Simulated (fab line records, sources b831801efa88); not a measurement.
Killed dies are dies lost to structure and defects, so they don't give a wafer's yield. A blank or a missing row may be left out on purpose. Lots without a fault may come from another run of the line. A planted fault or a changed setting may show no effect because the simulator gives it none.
A struck lot beside a sound one | flow sky130 | 16 steps out of a route of 708
Sound: wafers L610.2, L610.4, L610.5. Struck: wafer L622.5. (L622.2, L622.6 of the same lot were not struck and are left out.) The cause comes at the end.
At each step with rows: each side's tool, then ch and its chambers, then its first start. Under that, the readings that differ: sound wafers | struck wafers | difference of the means | sigmas: that difference in standard deviations of wafers without a fault.
alike: readings whose means differ by less than 2 such deviations, and words and numbers that are the same on both sides. not compared: withheld readings, readings that some wafer has no value for, bounds like >300 that may hide the same value, and numbers for which the record gives no deviation and whose values overlap.
The two part at a step that has a row with sigmas, a row that says differs or no value, or rows on one side only. Numbers that don't overlap but have no deviation are shown without sigmas and don't part them. A reading that every wafer of one side lacks parts them only if that side has two wafers or more.

SKY_SD_N_OVL_MEAS_08:
  sound on overlay-01, day 25 14:29; struck on overlay-02, day 28 21:55
  alike: SD_N_OVL
then, 2 steps without rows for these wafers: SKY_SD_N_IMPLANT_09; SKY_SD_N_IMPLANT_10.
SKY_SD_N_STRIP_11: strips in O2/N2.
  sound on plasma_asher-04 ch 0,1, day 25 14:49; struck on plasma_asher-01 ch 1, day 28 22:14
  alike: drypump_motor_current_A, oes_product_au, strip_time_to_endpoint_s
  not compared: rf_hours_counter_h
SKY_SD_N_TW_MEAS_12:
  sound on film_metro-04, day 25 14:55; struck on film_metro-02, day 28 22:21
  alike: SD_N_TW
then, 1 step without rows for these wafers: SKY_SD_N_CLEAN_13 (cleans in SC1/SC2, time 150 s).
SKY_SD_N_RTA_14: time 2 s.
  sound on rtp_anneal-01 ch 0, day 25 15:02; struck on rtp_anneal-01 ch 0, day 28 22:28
  alike: lamp_power_pct, ramp_down_c_per_s, wafer_temp_C_max
SKY_SD_N_RS_MEAS_16: measures by four-point-probe.
  sound on film_metro-02, day 25 15:13; struck on film_metro-04, day 28 22:39
  alike: SD_N_RS
SKY_SD_N_RS_MEAS_17: measures by four-point-probe.
  sound on film_metro-02, day 25 15:20; struck on film_metro-04, day 28 22:46
  alike: SD_P_RS
SKY_SD_N_RS_MEAS_18: measures by four-point-probe.
  sound on film_metro-02, day 25 15:27; struck on film_metro-04, day 28 22:53
  alike: RES_XHIGH_RS
then, 1 step without rows for these wafers: SKY_SALICIDE_CLEAN_00 (cleans in HF-last, time 30 s).
SKY_LI_CONTACT_HDPCVD_00: deposits PSG, target thk 930 nm, time 155 s.
  sound on hdpcvd-02 ch 0,1,2, day 25 15:34; struck on hdpcvd-02 ch 2, day 28 23:00
  reading                                       | sound             | struck | difference | sigmas
  model.PSG_of_LI_CONTACT_HDPCVD_00.thk_nm (nm) | 929.3 921.2 930.4 | 1283   | +356       |
SKY_LI_CONTACT_THK_MEAS_01:
  sound on film_metro-04, day 25 15:43; struck on film_metro-02, day 28 23:07
  reading                    | sound       | struck | difference | sigmas
  LI_CONTACT_HDPCVD_THK (nm) | 930 922 930 | 1284   | +357       | +44
SKY_LI_CONTACT_CMP_02: polishes PSG.
  sound on cmp-01 ch 0,3, day 25 16:01; struck on cmp-01 ch 3, day 28 23:13
  reading                | sound          | struck | difference | sigmas
  time_to_endpoint_s (s) | 31.9 31.0 29.9 | 66.8   | +35.9      | +12
  alike: motor_current_A
SKY_LI_CONTACT_BOW_MEAS_03:
  sound on film_metro-02, day 25 16:20; struck on film_metro-02, day 28 23:29
  alike: LI_CONTACT_BOW
SKY_PAD_OPEN_PROBE_99:
  the record has rows for the sound wafers here (prober-01, day 44 08:34) and none for the struck ones

WHERE THEY PART
First at SKY_LI_CONTACT_THK_MEAS_01; last, within this record, at SKY_PAD_OPEN_PROBE_99.

WHY: what the simulator had put in
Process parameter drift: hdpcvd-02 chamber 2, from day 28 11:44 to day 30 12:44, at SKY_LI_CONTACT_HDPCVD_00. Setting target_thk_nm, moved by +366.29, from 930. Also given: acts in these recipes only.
